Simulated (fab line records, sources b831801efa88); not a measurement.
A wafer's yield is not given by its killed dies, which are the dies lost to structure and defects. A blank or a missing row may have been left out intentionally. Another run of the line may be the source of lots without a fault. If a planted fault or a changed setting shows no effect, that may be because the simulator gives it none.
A struck lot beside a sound one + flow sky130 + 15 out of 708 route steps
Sound: the wafers L668.2, L668.3, L668.6. Struck: wafer L675.1 (L675.3, L675.5, from the same lot, were not struck and are left out); the cause is given at the end.
Order at every step that has rows: each side's tool, ch and its chambers, its first start. Under that, the readings that differ: sound wafers + struck wafers + difference of the means + sigmas: that difference in standard deviations of wafers without a fault.
alike: words and numbers the same on both sides, and readings whose means are apart by under 2 such deviations; not compared: readings that were withheld, readings missing a value for some wafer, numbers with overlapping values and no deviation given by the record, and bounds like >300 which may hide the same value.
Wherever a step has rows on one side only, a row that says differs or no value, or a row with sigmas, the two part there. Numbers that don't overlap but have no deviation are shown without sigmas and don't part them. Lack of a reading on every wafer of one side parts them only where that side has two or more wafers.

first, 7 steps without rows for these wafers: SKY_LDD_N_IMPLANT_09; SKY_LDD_N_IMPLANT_10; SKY_LDD_N_IMPLANT_11; SKY_LDD_N_IMPLANT_12; SKY_LDD_N_IMPLANT_13; SKY_LDD_N_IMPLANT_14; SKY_LDD_N_IMPLANT_15.
SKY_LDD_N_STRIP_16: strips in O2/N2.
  sound on plasma-asher-01 ch 1, day 19 02:16; struck on plasma-asher-02 ch 0, day 21 13:31
  alike: drypump-motor-current-A, oes-product-au, strip-time-to-endpoint-s
  not compared: rf-hours-counter-h
SKY_LDD_N_TW_MEAS_17:
  struck on film-metro-03, day 21 13:37; sound on film-metro-01, day 19 02:23
  alike: LDD_N_TW
then, 3 steps without rows for these wafers: SKY_LDD_P_DEHYDRATE_00 (time 60 s); SKY_LDD_P_HMDS_01 (prime time 60 s); SKY_LDD_P_COAT_02 (resist thk 1140 nm).
SKY_LDD_P_SOFTBAKE_03: time 60 s.
  sound on litho-track-01 ch 0, day 19 17:38; struck on litho-track-01 ch 0, day 22 05:13
| reading                  | sound             | struck | difference | sigmas |
|--------------------------|-------------------|--------|------------|--------|
| heater-power-total-W (W) | 56.57 56.63 56.57 | 59.17  | +2.58      | +56    |
| run-length-s (s)         | 89.27 89.20 89.41 | 81.63  | -7.66      | -45    |
then, 1 step without rows for these wafers: SKY_LDD_P_EXPOSE_04 (exposes mask PSDM, target cd 380 nm).
-- here the record skips 26 days between the struck wafers' starts before and after, leaving off in module LDD_P and picking up in module PAD_OPEN (first step shown: number 708 of the route) --
SKY_PAD_OPEN_PROBE_99:
  struck on prober-01, day 48 10:37; sound on prober-01, day 46 22:34
  alike: killed_at_M0_to_M3, killed_at_M4_up, killed-at-contacts, killed-at-front-end, killed-at-other, killed-dies, killed-open, killed-short

== WHERE THEY PART ==
Only at SKY_LDD_P_SOFTBAKE_03, within this record. Later steps at which nothing parts them and some readings are alike: SKY_PAD_OPEN_PROBE_99.

WHY: whatever the simulator had introduced
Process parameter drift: litho-track-01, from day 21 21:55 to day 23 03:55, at SKY_LDD_P_SOFTBAKE_03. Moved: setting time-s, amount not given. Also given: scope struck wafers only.
